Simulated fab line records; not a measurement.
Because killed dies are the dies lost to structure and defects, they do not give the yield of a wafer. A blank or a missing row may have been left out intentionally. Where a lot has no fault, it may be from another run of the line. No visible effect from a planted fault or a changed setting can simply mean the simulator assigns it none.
Comparing a struck lot with a sound one | flow sky130 | 17 out of 708 route steps
Sound: these wafers, L476.3, L476.4, L476.5. Struck: wafers L482.1, L482.4, L482.5. The cause is named last.
Each step with rows lists, per side, the tool, then ch with its chambers, then its first start. Under that, the readings that differ: sound wafers | struck wafers | difference of the means | sigmas: that difference in standard deviations of wafers without a fault.
alike: readings with means less than 2 such deviations apart, plus words and numbers identical on both sides. not compared: withheld readings, readings lacking a value on some wafer, bounds such as >300 that could conceal the same value, and numbers that have no deviation in the record and whose values overlap.
The two part at a step that has a row with sigmas, a row that says differs or no value, or rows on one side only. When numbers do not overlap yet have no deviation, they are printed without sigmas and do not part them. Lack of a reading on every wafer of one side parts them only where that side has two or more wafers.

first, 1 step without rows for these wafers: SKY_VT_ADJUST_LVTN_IMPLANT_19.
SKY_VT_ADJUST_LVTN_STRIP_20: strips in O2/N2.
  sound on plasma_asher-02 ch 0,1, day 9 22:16; struck on plasma_asher-02 ch 0,1, day 11 05:53
  reading                      | sound             | struck            | difference | sigmas
  strip_time_to_endpoint_s (s) | 14.16 14.22 14.19 | 14.06 14.12 14.09 | -0.10      | -2
  alike: drypump_motor_current_A, oes_product_au
  not compared: rf_hours_counter_h
SKY_VT_ADJUST_LVTN_TW_MEAS_21:
  sound: film_metro-01 at day 9 22:21; struck: film_metro-04 at day 11 05:59
  alike: VT_ADJUST_LVTN_2_TW
then, 7 steps without rows for these wafers: SKY_VT_ADJUST_NCORE_DEHYDRATE_00 (time 60 s); SKY_VT_ADJUST_NCORE_HMDS_01 (prime time 60 s); SKY_VT_ADJUST_NCORE_COAT_02 (resist thk 1140 nm); SKY_VT_ADJUST_NCORE_SOFTBAKE_03 (time 60 s); SKY_VT_ADJUST_NCORE_EXPOSE_04 (exposes mask LVTN COMPLEMENT THIN, target cd 380 nm); SKY_VT_ADJUST_NCORE_PEB_05; SKY_VT_ADJUST_NCORE_DEVELOP_06 (develop time 60 s).
SKY_VT_ADJUST_NCORE_CD_MEAS_07: target cd 380 nm.
  sound: cd_sem-02 at day 10 20:50; struck: cd_sem-02 at day 12 05:32
  alike: cd_nm
SKY_VT_ADJUST_NCORE_OVL_MEAS_08:
  sound: overlay-02 at day 10 20:55; struck: overlay-01 at day 12 05:39
  alike: VT_ADJUST_NCORE_OVL
SKY_VT_ADJUST_NCORE_IMPLANT_09:
  sound on implanter-02 ch 0, day 10 21:00; struck on implanter-01 ch 0, day 12 05:41
  reading            | sound                           | struck                           | difference  | sigmas
  dose_ions_cm2      | 2.3994e+12 2.403e+12 2.4001e+12 | 2.0751e+12 2.0751e+12 2.0731e+12 | -3.2640e+11 | -99 or more
  faraday_current_uA | 13.03 13.60 13.21               | 11.69 11.32 11.51                | -1.77       | -6
SKY_VT_ADJUST_NCORE_STRIP_10: strips in O2/N2.
  sound on plasma_asher-02 ch 0,1, day 10 21:08; struck on plasma_asher-04 ch 0, day 12 05:50
  alike: drypump_motor_current_A, oes_product_au, strip_time_to_endpoint_s
  not compared: rf_hours_counter_h
SKY_VT_ADJUST_NCORE_TW_MEAS_11:
  sound: film_metro-04 at day 10 21:13; struck: film_metro-03 at day 12 05:56
  reading            | sound             | struck            | difference | sigmas
  VT_ADJUST_NCORE_TW | 222.1 221.6 221.5 | 213.4 214.8 215.0 | -7.3       | -7
then, 1 step without rows for these wafers: SKY_VT_ADJUST_HVTR_DEHYDRATE_00 (time 60 s).
-- a jump in the record: the struck wafers' starts before and after are 36 days apart (it breaks off in module VT_ADJUST_HVTR and resumes in module PAD_OPEN, where the first step shown is number 708 of the route) --
SKY_PAD_OPEN_PROBE_99:
  sound: prober-02 at day 47 19:35; struck: prober-01 at day 48 16:57
  reading                                    | sound                       | struck                        | difference | sigmas
  model.etest.nfet_16v.r_on_ohm_um           | 1.41e+04 1.41e+04 1.413e+04 | 1.345e+04 1.333e+04 1.348e+04 | -6.900e+02 |
  model.etest.pfet_g5v0d10v5.r_on_ohm_um     | 4816 4865 4848              | 4930 4904 4901                | +69        |
  model.etest.res_pwell_under_gate.rs_ohm_sq | 2304 2273 2274              | 2318 2311 2308                | +29        |
  model.etest.nfet_g5v0d10v5.r_on_ohm_um     | 1887 1890 1891              | 1851 1827 1837                | -51        |
  model.etest.nfet_g5v0d10v5.drive_ua_um     | 611.8 595.8 602.3           | 624.4 629 630.3               | +24.6      |
  model.etest.pfet_16v.drive_ua_um           | 243 240 240.5               | 233.4 237.5 234.5             | -6.0       |
  model.etest.nfet_16v.drive_ua_um           | 221.2 219.7 218.8           | 231.6 233.8 235               | +13.6      |
  alike: killed_at_M0_to_M3, killed_at_M4_up, killed_at_contacts, killed_at_front_end, killed_at_other, killed_dies, killed_open, killed_short
  not compared: model.etest.pfet_g5v0d10v5.drive_ua_um

## WHERE THEY PART
Earliest at SKY_VT_ADJUST_LVTN_STRIP_20; latest, in this record, at SKY_VT_ADJUST_NCORE_TW_MEAS_11. Later steps at which nothing parts them and some readings are alike: SKY_PAD_OPEN_PROBE_99.

WHY: the cause the simulator had injected
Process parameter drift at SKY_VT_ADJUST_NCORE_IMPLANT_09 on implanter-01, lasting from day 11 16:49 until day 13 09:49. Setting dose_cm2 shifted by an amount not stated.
